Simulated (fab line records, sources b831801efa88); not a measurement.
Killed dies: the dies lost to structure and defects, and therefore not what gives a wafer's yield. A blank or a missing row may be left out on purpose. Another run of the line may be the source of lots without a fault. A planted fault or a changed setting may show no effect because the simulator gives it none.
A struck lot beside a sound one    flow sky130    15 steps out of a route of 708
Sound: the wafers L217.1, L217.2, L217.4. Struck: wafers L224.3, L224.5 (left out: L224.2, a lot-mate that was not struck); the cause follows at the end.
At each step with rows: each side's tool, then ch and its chambers, then its first start. Under that, the readings that differ: sound wafers    struck wafers    difference of the means    sigmas: that difference in standard deviations of wafers without a fault.
alike: readings with means less than 2 such deviations apart, plus words and numbers identical on both sides. not compared: withheld readings, readings lacking a value on some wafer, bounds such as >300 that could conceal the same value, and numbers that have no deviation in the record and whose values overlap.
A row with sigmas, a row that says differs or no value, or rows on one side alone: a step with any of these is where the two part. Numbers that don't overlap but have no deviation are shown without sigmas and don't part them. A reading that every wafer of one side lacks parts them only if that side has two wafers or more.

SKY_VIA4_OVL_MEAS_11:
  struck on overlay-01, day 46 03:52; sound on overlay-02, day 44 04:39
  alike: VIA4_OVL
SKY_VIA4_ETCH_12: etches SiO2 in C4F8/O2/Ar, stops on TiN, target depth 580 nm.
  sound on rie_diel-01 ch 0,1,2, day 44 04:41; struck on rie_diel-04 ch 0, day 46 03:53
  alike: oes_product_au
then, 4 steps without rows for these wafers: SKY_VIA4_STRIP_13 (strips in O2/N2); SKY_VIA4_STRIP_14 (strips in post etch residue remover, time 1200 s); SKY_VIA4_CLEAN_15 (cleans in IPA, time 180 s); SKY_VIA4_CLEAN_16 (cleans in O3/DIW).
SKY_VIA4_SPUTTER_17: material TiN, target thk 20 nm, time 80 s.
  struck on pvd_sputter-01, day 46 04:35; sound on pvd_sputter-04, day 44 05:28
  alike: cathode_dc_power_W, throttle_valve_pct
SKY_VIA4_CVD_18: deposits W, target thk 505 nm, time 152.14 s.
  sound on cvd_w-02 ch 0,1, day 44 05:31; struck on cvd_w-02 ch 0, day 46 04:38
  alike: heater_power_w
SKY_VIA4_RS_MEAS_19: a four-point-probe measurement.
  struck on film_metro-02, day 46 04:49; sound on film_metro-01, day 44 05:40
  alike: VIA4_W_RS
SKY_VIA4_THK_MEAS_20: measures by xrf.
  struck on film_metro-02, day 46 04:56; sound on film_metro-01, day 44 05:47
  alike: VIA4_W_THK
SKY_VIA4_CMP_21: polishes, stops on SiO2, t overpolish 25 s, target thk 0 nm.
  sound on cmp-01 ch 0,1,3, day 44 05:54; struck on cmp-02 ch 1, day 46 05:13
  alike: edge_zone_pressure_frac, motor_current_A, overpolish_run_s, time_to_endpoint_s
SKY_METAL5_SPUTTER_00: material Ti, target thk 15 nm, time 10 s.
  struck on pvd_sputter-01, day 46 05:31; sound on pvd_sputter-03, day 44 06:09
  alike: cathode_dc_power_W, throttle_valve_pct
SKY_METAL5_SPUTTER_01: material TiN, target thk 20 nm, time 16.7 s.
  struck on pvd_sputter-01, day 46 05:33; sound on pvd_sputter-03, day 44 06:10
reading                                     sound              struck       difference  sigmas
model.TiN_of_METAL5_SPUTTER_01.thk_nm (nm)  19.89 19.99 20.32  27.94 27.98  +7.89       
  alike: cathode_dc_power_W, throttle_valve_pct
then, 2 steps without rows for these wafers: SKY_METAL5_SPUTTER_02 (material AlCu, target thk 1150 nm, time 61.2 s); SKY_PAD_OPEN_PROBE_99.

WHERE THEY PART
Nowhere in this record.

WHY: the cause the simulator had injected
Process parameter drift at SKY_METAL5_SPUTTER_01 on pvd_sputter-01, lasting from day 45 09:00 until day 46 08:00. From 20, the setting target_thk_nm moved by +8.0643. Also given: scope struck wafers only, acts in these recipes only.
